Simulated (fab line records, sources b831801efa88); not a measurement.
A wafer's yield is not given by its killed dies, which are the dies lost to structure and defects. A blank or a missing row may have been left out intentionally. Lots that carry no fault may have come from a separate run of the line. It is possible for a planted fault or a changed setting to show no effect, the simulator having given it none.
The tool behind it: which one? ; flow sky130 ; 6 lots, 18 wafers sampled, at 1 step of a route of 708

== WHAT EACH GAUGE READ, for each wafer ==
SKY_POLY_GATE_OVL_MEAS_14.
lot;measured;on;POLY_GATE_OVL (nm)
L280;day 16 17:16;overlay-01;9 8 3
L283;day 17 20:32;overlay-01;2 8 9
L285;day 18 09:10;overlay-02;-3 -3 0
L297;day 23 00:39;overlay-01;-1 5 3
L299;day 23 18:33;overlay-01;14 -1 10
L301;day 24 14:56;overlay-02;-8 -2 3

== EACH LOT AND THE TOOL THAT RAN IT (in order: tool; ch and the chambers of the sampled wafers; start) ==
Record: no process step prior to these readings.

== THE ANSWER, worked out from the rows above alone ==
Rule: what is usual is taken from the lots themselves. Put in order of their means at a reading, lots are off if they are a third of the lots or fewer, leave a main group of 4 or more, and stand apart from it by a gap of 3 or more times the standard deviation of the main group's means; of several such gaps the widest counts. If all means in a main group match to the digits the tables above print for the reading, that group is not used. Also off: a lot with no number at a reading for which 4 or more lots have one. All remaining lots with rows at the step are treated as sound.
Nothing can be told from this: no lot is off at any reading shown.

== WHAT HAD BEEN PUT IN BY THE SIMULATOR ==
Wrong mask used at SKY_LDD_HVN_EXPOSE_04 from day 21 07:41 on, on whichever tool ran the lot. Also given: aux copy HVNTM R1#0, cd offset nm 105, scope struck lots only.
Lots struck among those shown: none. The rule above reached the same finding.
